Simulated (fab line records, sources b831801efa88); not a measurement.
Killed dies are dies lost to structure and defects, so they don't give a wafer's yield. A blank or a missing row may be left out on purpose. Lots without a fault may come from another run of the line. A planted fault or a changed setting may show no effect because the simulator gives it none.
Which tool did it? | flow sky130 | 11 lots, 33 wafers sampled, at 5 steps of a route of 708

WHAT THE GAUGES READ, wafer by wafer
SKY_POLY_GATE_CD_MEAS_13: target cd 150 nm. Usual: cd_nm 149.7 nm, standard deviation 1.5.
lot  | measured     | on        | cd_nm (nm)        | flag
L284 | day 15 23:01 | cd_sem-01 | 150.2 152.6 150.1 |
L285 | day 16 14:10 | cd_sem-02 | 148.5 149.0 149.8 |
L286 | day 17 00:23 | cd_sem-01 | 147.5 148.1 148.7 |
L291 | day 19 05:29 | cd_sem-01 | 148.4 149.1 149.5 |
L292 | day 19 07:46 | cd_sem-01 | 152.1 152.1 154.0 |
L293 | day 20 12:49 | cd_sem-02 | 152.1 151.7 152.8 |
L302 | day 23 10:55 | cd_sem-01 | 149.0 148.9 150.0 |
L303 | day 23 11:35 | cd_sem-02 | 150.2 150.1 148.9 |
L304 | day 23 18:22 | cd_sem-01 | 148.5 147.6 149.5 |
L306 | day 24 13:02 | cd_sem-01 | 150.7 150.6 150.3 |
L307 | day 24 21:07 | cd_sem-01 | 152.2 152.7 152.4 |

SKY_LDD_LDN_OVL_MEAS_07. Usual: LDD_LDN_OVL -1.1 nm, standard deviation 1.4.
lot  | measured     | on         | LDD_LDN_OVL (nm) | flag
L284 | day 22 10:26 | overlay-01 | -2.6 -0.4 -1.3   |
L285 | day 23 03:07 | overlay-01 | 1.6 -0.4 -0.6    |
L286 | day 23 16:35 | overlay-01 | -4.2 -0.8 -2.3   |
L291 | day 25 15:23 | overlay-01 | -2.3 -1.7 -0.8   |
L292 | day 25 18:02 | overlay-01 | -0.8 -1.7 -0.4   |
L293 | day 26 19:23 | overlay-02 | -2.1 -0.1 0.6    |
L302 | day 29 07:59 | overlay-01 | 0.3 0.7 -0.5     |
L303 | day 29 08:50 | overlay-01 | -1.1 0.2 -1.1    |
L304 | day 29 15:40 | overlay-02 | -3.6 -1.9 -2.2   |
L306 | day 30 08:55 | overlay-01 | -1.2 -1.9 -2.2   |
L307 | day 30 17:55 | overlay-02 | -0.3 0.7 0.3     |

SKY_SPACER_THK_MEAS_01. Usual: SPACER_CVD_00_THK 43.1 nm, standard deviation 0.44.
lot  | measured     | on            | SPACER_CVD_00_THK (nm) | flag
L284 | day 22 12:29 | film_metro-01 | 43.7 43.5 43.8         |
L285 | day 23 05:12 | film_metro-04 | 42.7 42.3 42.4         |
L286 | day 23 19:14 | film_metro-01 | 43.1 43.2 43.4         |
L291 | day 25 17:55 | film_metro-04 | 43.5 43.9 43.6         |
L292 | day 25 20:26 | film_metro-02 | 38.7 38.2 38.4         | OFF
L293 | day 26 21:26 | film_metro-04 | 38.2 38.2 38.0         | OFF
L302 | day 29 10:02 | film_metro-04 | 43.3 43.1 42.9         |
L303 | day 29 12:17 | film_metro-01 | 43.1 43.0 43.5         |
L304 | day 29 19:26 | film_metro-01 | 42.6 42.8 42.1         |
L306 | day 30 10:58 | film_metro-02 | 43.2 43.2 43.2         |
L307 | day 30 19:58 | film_metro-04 | 43.4 43.3 43.1         |

WHICH TOOL RAN EACH LOT (tool, then ch and the chambers of the sampled wafers, then the start)
lot  | SKY_LDD_LDN_STRIP_12                 | SKY_SPACER_CVD_00
L284 | plasma_asher-02 ch 1, day 22 11:04   | lpcvd-02 ch 1, day 22 11:17
L285 | plasma_asher-02 ch 0,1, day 23 03:46 | lpcvd-02 ch 1, day 23 04:00
L286 | plasma_asher-04 ch 0,1, day 23 17:13 | lpcvd-02 ch 0, day 23 17:26
L291 | plasma_asher-01 ch 0,1, day 25 16:01 | lpcvd-02 ch 1, day 25 16:43
L292 | plasma_asher-02 ch 0,1, day 25 18:40 | lpcvd-02 ch 1, day 25 19:13
L293 | plasma_asher-04 ch 0,1, day 26 20:01 | lpcvd-02 ch 1, day 26 20:14
L302 | plasma_asher-02 ch 0,1, day 29 08:37 | lpcvd-02 ch 0, day 29 08:50
L303 | plasma_asher-04 ch 0,1, day 29 09:28 | lpcvd-02 ch 0, day 29 11:05
L304 | plasma_asher-01 ch 0,1, day 29 16:19 | lpcvd-02 ch 0, day 29 18:14
L306 | plasma_asher-04 ch 0,1, day 30 09:34 | lpcvd-02 ch 0, day 30 09:46
L307 | plasma_asher-04 ch 1, day 30 18:34   | lpcvd-02 ch 0, day 30 18:46
- SKY_LDD_LDN_STRIP_12: strips in O2/N2.
- SKY_SPACER_CVD_00: deposits Si3N4 from DCS/NH3, target thk 43.1 nm, time 740 s.

WHAT THE TOOLS THEMSELVES READ (means of the sampled wafers that have a number; where no wafer has one, the mark that the record gives instead)
SKY_LDD_LDN_STRIP_12. Usual: drypump_motor_current_A 5.8 A, standard deviation 0.61; oes_product_au 0.715 a.u., standard deviation 0.0049; strip_time_to_endpoint_s 14.19 s, standard deviation 0.045.
lot  | tool            | drypump_motor_current_A (A) | oes_product_au (a.u.) | strip_time_to_endpoint_s (s) | flag
L284 | plasma_asher-02 | 5.9                         | 0.718                 | 14.18                        |
L285 | plasma_asher-02 | 6.0                         | 0.716                 | 14.27                        |
L286 | plasma_asher-04 | 6.3                         | 0.713                 | 14.27                        |
L291 | plasma_asher-01 | 5.3                         | 0.717                 | 14.18                        |
L292 | plasma_asher-02 | 6.1                         | 0.721                 | 14.16                        |
L293 | plasma_asher-04 | 5.8                         | 0.714                 | 14.19                        |
L302 | plasma_asher-02 | 6.2                         | 0.714                 | 14.13                        |
L303 | plasma_asher-04 | 5.8                         | 0.715                 | 14.21                        |
L304 | plasma_asher-01 | 5.4                         | 0.715                 | 14.17                        |
L306 | plasma_asher-04 | 5.8                         | 0.718                 | 14.17                        |
L307 | plasma_asher-04 | 5.3                         | 0.712                 | 14.09                        |

SKY_SPACER_CVD_00. Usual: spike_tc_upper_C 769.5 C, standard deviation 1.3.
lot  | tool     | spike_tc_upper_C (C) | flag
L284 | lpcvd-02 | 767.3                |
L285 | lpcvd-02 | 768.5                |
L286 | lpcvd-02 | 770.6                |
L291 | lpcvd-02 | 769.8                |
L292 | lpcvd-02 | 768.8                |
L293 | lpcvd-02 | 768.2                |
L302 | lpcvd-02 | 769.5                |
L303 | lpcvd-02 | 770.9                |
L304 | lpcvd-02 | 769.6                |
L306 | lpcvd-02 | 770.0                |
L307 | lpcvd-02 | 770.0                |

THE ANSWER, worked out from the rows above alone
Rule: a lot is off if the mean of its wafers that have a number lies more than 3 standard deviations from the usual mean. A lot without any number at a reading at which 4 lots or more have one is off too. The other lots that the step has rows for count as sound. The gauges are gone through in route order, then the tools' own readings, and for those a lot's mean is taken as printed above. The first step at which some lot is off is used, and at that step the reading that is off furthest; a lot without a number counts as furthest.
Off: L292, L293, at SKY_SPACER_THK_MEAS_01 (SPACER_CVD_00_THK).
A tool fits if, at a process step before that reading, it ran every lot that is off, and no sound lot after the first of them. The gauges at SKY_SPACER_THK_MEAS_01 are tried like those tools. None of those tried fits.

WHAT THE SIMULATOR HAD PUT IN
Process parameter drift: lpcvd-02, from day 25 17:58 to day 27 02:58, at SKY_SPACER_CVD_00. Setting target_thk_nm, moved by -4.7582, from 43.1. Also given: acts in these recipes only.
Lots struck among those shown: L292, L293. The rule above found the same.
